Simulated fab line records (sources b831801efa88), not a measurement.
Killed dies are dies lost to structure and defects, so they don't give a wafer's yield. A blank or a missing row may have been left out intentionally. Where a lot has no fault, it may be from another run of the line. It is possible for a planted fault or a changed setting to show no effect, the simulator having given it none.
Which of the tools did it? | flow sky130 | route of 708 steps, sampled at 1 step: 13 lots, 39 wafers

## WHAT EACH GAUGE READ, for each wafer
SKY_METAL2_CD_MEAS_15: the cd target is 140 nm.
lot  | measured     | on       | cdNm (nm)
L486 | day 35 02:05 | cdSem-02 | 140.2 138.7 137.0
L490 | day 36 21:31 | cdSem-01 | 137.1 136.8 135.9
L491 | day 36 22:59 | cdSem-02 | 139.7 140.7 138.6
L492 | day 37 06:25 | cdSem-02 | 141.9 141.5 140.2
L493 | day 37 13:22 | cdSem-02 | 142.8 140.8 139.3
L494 | day 37 22:01 | cdSem-01 | 138.6 139.3 138.3
L498 | day 39 10:44 | cdSem-01 | 139.3 138.9 137.9
L499 | day 39 16:13 | cdSem-02 | 137.4 138.7 139.6
L500 | day 40 04:02 | cdSem-02 | 142.1 142.6 141.9
L502 | day 40 04:29 | cdSem-01 | 139.5 139.6 140.1
L505 | day 41 03:14 | cdSem-01 | 139.5 140.5 141.0
L507 | day 41 18:39 | cdSem-01 | 138.9 137.9 139.5
L509 | day 42 00:37 | cdSem-02 | 139.5 141.7 142.4

## WHICH TOOL RAN EACH LOT (tool, then ch and the chambers of the sampled wafers, then the start)
Before these readings, the record contains no process step.

## WHAT THE TOOLS THEMSELVES READ (means of the sampled wafers that have a number; where no wafer has one, the mark that the record gives instead)
The record holds no such reading with a usual standard deviation.

## THE ANSWER, worked out from the rows above alone
Rule: usual is defined by the lots themselves. The widest of any qualifying gaps counts: lots, ordered by their means at a reading, are off when they make up no more than a third of the lots, leave a main group of 4 or more, and stand apart from it by 3 or more times the standard deviation of that group's means. Not used: any main group whose means are identical at the precision the tables above print for the reading. A lot without any number at a reading at which 4 lots or more have one is off too. Where the step has rows for the other lots, those lots are counted as sound. After the gauges, taken in route order, come the tools' own readings; for these a lot's mean is taken, as printed above. At the first step where some lot is off, the reading lying furthest off is the one used; lots without a number count as furthest.
No lot is off at any reading shown: from this, nothing can be told.

## WHAT THE SIMULATOR HAD PUT IN
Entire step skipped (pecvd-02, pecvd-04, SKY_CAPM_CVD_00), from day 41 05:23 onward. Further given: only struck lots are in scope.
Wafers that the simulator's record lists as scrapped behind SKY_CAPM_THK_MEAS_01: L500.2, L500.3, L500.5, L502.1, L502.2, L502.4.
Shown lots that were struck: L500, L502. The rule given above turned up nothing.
